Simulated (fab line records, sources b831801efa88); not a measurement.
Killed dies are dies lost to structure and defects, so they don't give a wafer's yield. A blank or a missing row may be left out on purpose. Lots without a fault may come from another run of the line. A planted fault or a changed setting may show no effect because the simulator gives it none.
A struck lot beside a sound one | flow sky130 | 34 steps out of a route of 708
Sound: wafers L126.1, L126.2, L126.6. Struck: wafers L108.1, L108.2, L108.6. The cause comes at the end.
At each step with rows: each side's tool, then ch and its chambers, then its first start. Under that, the readings that differ: sound wafers | struck wafers | difference of the means | sigmas: that difference in standard deviations of wafers without a fault.
alike: readings whose means differ by less than 2 such deviations, and words and numbers that are the same on both sides. not compared: withheld readings, readings that some wafer has no value for, bounds like >300 that may hide the same value, and numbers for which the record gives no deviation and whose values overlap.
The two part at a step that has a row with sigmas, a row that says differs or no value, or rows on one side only. Numbers that don't overlap but have no deviation are shown without sigmas and don't part them. A reading that every wafer of one side lacks parts them only if that side has two wafers or more.

first, 7 steps without rows for these wafers: SKY_SONOS_TUNNEL_DEVELOP_06 (develop time 60 s); SKY_SONOS_TUNNEL_IMPLANT_09; SKY_SONOS_TUNNEL_WET_ETCH_10 (etches SiO2 in dHF, target depth 14 nm, time 280 s); SKY_SONOS_TUNNEL_STRIP_11 (strips in SPM, time 600 s); SKY_SONOS_TUNNEL_CLEAN_13 (cleans in dHF, time 20 s); SKY_SONOS_ONO_OXIDATION_00 (stabilise 600 s, purge 300 s, target thk 2.6 nm); SKY_SONOS_ONO_CVD_02 (deposits Si3N4 from DCS/NH3, target thk 10.5 nm, time 180 s).
SKY_SONOS_ONO_CVD_04: deposits SiO2 from SiH4/N2O, target thk 5.7199 nm.
  sound on lpcvd-03 ch 1, day 19 21:34; struck on lpcvd-03 ch 1, day 13 03:08
  reading                                    | sound             | struck            | difference | sigmas
  spike_tc_bottom_C (C)                      | 917 916 919       | 961 960 962       | +44        | +11
  spike_tc_centre_C (C)                      | 899.2 900.0 898.1 | 942.9 943.3 942.4 | +43.8      | +36
  spike_tc_lower_C (C)                       | 901.6 901.7 901.5 | 945.2 946.1 946.0 | +44.2      | +44
  spike_tc_top_C (C)                         | 916.2 913.8 914.3 | 958.6 958.9 958.2 | +43.8      | +23
  spike_tc_upper_C (C)                       | 900.7 900.3 902.8 | 947.0 944.5 945.9 | +44.5      | +34
  susceptor_temp_C (C)                       | 900.6 901.3 900.7 | 944.4 943.6 944.0 | +43.1      | +99 or more
  zone_power_centre_pct (%)                  | 17.34 17.25 17.57 | 19.11 19.57 18.99 | +1.84      | +11
  zone_power_lower_pct (%)                   | 19.90 19.56 20.17 | 22.30 22.09 21.96 | +2.24      | +10
  model.SiO2_of_SONOS_ONO_CVD_04.thk_nm (nm) | 5.644 5.566 5.613 | 9.222 9.221 9.16  | +3.593     |
  alike: zone_power_bottom_pct, zone_power_upper_pct
SKY_SONOS_ONO_THK_MEAS_05:
  sound on film_metro-02, day 19 22:49; struck on film_metro-02, day 13 04:23
  reading                   | sound          | struck         | difference | sigmas
  SONOS_ONO_CVD_04_THK (nm) | 5.60 5.56 5.63 | 9.25 9.19 9.13 | +3.59      | +36
then, 23 steps without rows for these wafers: SKY_SONOS_ONO_DEHYDRATE_06 (time 60 s); SKY_SONOS_ONO_HMDS_07 (prime time 60 s); SKY_SONOS_ONO_COAT_08 (resist thk 1140 nm); SKY_SONOS_ONO_SOFTBAKE_09 (time 60 s); SKY_SONOS_ONO_EXPOSE_10 (exposes mask ONOM, target cd 410 nm); SKY_SONOS_ONO_PEB_11; SKY_SONOS_ONO_DEVELOP_12 (develop time 60 s); SKY_SONOS_ONO_ETCH_15 (etches the open film in CHF3/O2, target depth 19.52 nm, time 7.8 s); SKY_SONOS_ONO_WET_ETCH_16 (etches SiO2 in dHF, target depth 14 nm, time 280 s); SKY_SONOS_ONO_STRIP_17 (strips in O2/N2); SKY_SONOS_ONO_WET_ETCH_18 (etches Si3N4 in H3PO4, target depth 15 nm, time 172 s); SKY_GATE_OXIDE_CLEAN_00 (cleans in SC1/SC2, time 150 s); SKY_GATE_OXIDE_OXIDATION_01 (stabilise 600 s, purge 300 s, target thk 10.268 nm); SKY_GATE_OXIDE_DEHYDRATE_03 (time 60 s); SKY_GATE_OXIDE_HMDS_04 (prime time 60 s); SKY_GATE_OXIDE_COAT_05 (resist thk 1140 nm); SKY_GATE_OXIDE_SOFTBAKE_06 (time 60 s); SKY_GATE_OXIDE_EXPOSE_07 (exposes mask LVOM, target cd 600 nm); SKY_GATE_OXIDE_PEB_08; SKY_GATE_OXIDE_DEVELOP_09 (develop time 60 s); SKY_GATE_OXIDE_IMPLANT_11; SKY_GATE_OXIDE_WET_ETCH_12 (etches SiO2 in dHF, target depth 16.8 nm, time 336 s); SKY_GATE_OXIDE_STRIP_13 (strips in O2/N2).
-- the record jumps here: 2 days lie between the struck wafers' starts before and after --
SKY_GATE_OXIDE_CLEAN_15: cleans in SC1/SC2, time 150 s.
  sound on wet_bench-03 ch 2, day 22 13:59; struck on wet_bench-03 ch 1, day 15 11:55
  reading                                    | sound             | struck            | difference | sigmas
  model.SiO2_of_SONOS_ONO_CVD_04.thk_nm (nm) | 4.125 4.049 4.094 | 7.691 7.689 7.634 | +3.582     |
-- the record jumps here: 32 days lie between the struck wafers' starts before and after (it left off in module GATE_OXIDE and takes up again in module PAD_OPEN, whose first step shown is number 708 of the route) --
SKY_PAD_OPEN_PROBE_99:
  sound on prober-01, day 51 07:21; struck on prober-01, day 47 02:05
  alike: killed_at_M0_to_M3, killed_at_M4_up, killed_at_contacts, killed_at_front_end, killed_at_other, killed_dies, killed_open, killed_short

WHERE THEY PART
First at SKY_SONOS_ONO_CVD_04; last, within this record, at SKY_SONOS_ONO_THK_MEAS_05. Later steps at which nothing parts them and some readings are alike: SKY_PAD_OPEN_PROBE_99.

WHY: what the simulator had put in
Process parameter drift: lpcvd-03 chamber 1, from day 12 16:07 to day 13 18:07, at SKY_SONOS_ONO_CVD_04. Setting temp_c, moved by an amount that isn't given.
